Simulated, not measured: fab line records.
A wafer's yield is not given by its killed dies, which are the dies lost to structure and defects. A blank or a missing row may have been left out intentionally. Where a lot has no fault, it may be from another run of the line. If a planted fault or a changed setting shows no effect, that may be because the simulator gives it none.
Struck lot and sound lot, side by side + flow sfq-line + 14 steps out of a route of 325
Sound: the wafers L636.2, L636.3, L636.5. Wafers L649.2, L649.3, L649.5 were the ones struck. Last of all comes the cause.
Per side, at each step with rows, come the tool, then ch with its chambers, and then its first start. Under that, the readings that differ: sound wafers + struck wafers + difference of the means + sigmas: that difference in standard deviations of wafers without a fault.
alike: same words and numbers on both sides, and readings whose means sit less than 2 such deviations apart. not compared: any withheld reading, any reading some wafer has no value for, any bound like >300 that may hide the same value, and any number with overlapping values for which the record gives no deviation.
Wherever a step has rows on one side only, a row that says differs or no value, or a row with sigmas, the two part there. Non-overlapping numbers with no deviation appear without sigmas and do not part them. Lack of a reading on every wafer of one side parts them only where that side has two or more wafers.

first, 1 step without rows for these wafers: SFQ_TRILAYER_INCOMING_OXIDATION_002 (target thk 500 nm, ox time 4759 s).
SFQ_TRILAYER_L0_DEP_SPUTTER_003: material MoNx KI, target thk 40 nm, time 100 s.
  sound on pvd-sputter-04, day 2 08:29; struck on pvd-sputter-06, day 5 01:29
  alike: throttle-valve-pct
SFQ_L0_RS_MEAS_901: the measuring method here is four-point-probe.
  sound on film-metro-04, day 2 08:35; struck on film-metro-03, day 5 01:35
  alike: L0_MONX_KI_RS
SFQ_L0_THK_MEAS_902: measures by xrf.
  sound on film-metro-04, day 2 08:41; struck on film-metro-03, day 5 01:41
  alike: L0_MONX_KI_THK
then, 6 steps without rows for these wafers: SFQ_TRILAYER_L0_LITHO_COAT_010 (resist thk 62 nm); SFQ_TRILAYER_L0_LITHO_COAT_005 (resist thk 600 nm); SFQ_TRILAYER_L0_LITHO_SOFTBAKE_009; SFQ_TRILAYER_L0_LITHO_EXPOSE_006 (exposes mask L0, target cd 2000 nm); SFQ_TRILAYER_L0_LITHO_PEB_008 (peb time 60 s); SFQ_TRILAYER_L0_LITHO_DEVELOP_007 (time 60 s).
-- the record jumps here: 4 days lie between the struck wafers' starts before and after --
SFQ_TRILAYER_L0_BARC_OPEN_METAL_ETCH_010: etches BARC in O2, target depth 125 nm, time 40.12 s.
  sound on rie-metal-04 ch 1, day 5 23:14; struck on rie-metal-04 ch 0,1, day 8 18:59
  alike: drypump-motor-current-A, oes-product-au
  not compared: rf-hours-counter-h
SFQ_TRILAYER_L0_ETCH_METAL_ETCH_008: etches MoNx KI in SF6/O2, stops on SiO2, target depth 50 nm, time 25 s.
  sound on rie-metal-04 ch 1, day 5 23:18; struck on rie-metal-04 ch 0,1, day 8 19:03
  alike: drypump-motor-current-A, oes-product-au
  not compared: rf-hours-counter-h
SFQ_TRILAYER_L0_STRIP_STRIP_009: strips in O2.
  sound on rie-metal-04 ch 1, day 5 23:21; struck on rie-metal-04 ch 0,1, day 8 19:05
| reading                        | sound             | struck            | difference | sigmas      |
|--------------------------------|-------------------|-------------------|------------|-------------|
| chamber-pressure-mTorr (mTorr) | 49.97 50.06 50.01 | 60.03 60.02 59.99 | +10.00     | +99 or more |
  alike: drypump-motor-current-A, oes-product-au
  not compared: rf-hours-counter-h
then, 1 step without rows for these wafers: SFQ_TRILAYER_L0_STRIP_SOLV_CLEAN_010 (cleans in NMP, time 600 s).

== WHERE THEY PART ==
Within this record, at SFQ_TRILAYER_L0_STRIP_STRIP_009 only.

WHY: the cause the simulator had injected
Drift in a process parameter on rie-metal-04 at SFQ_TRILAYER_L0_STRIP_STRIP_009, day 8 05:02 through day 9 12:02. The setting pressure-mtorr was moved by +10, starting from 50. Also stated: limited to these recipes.
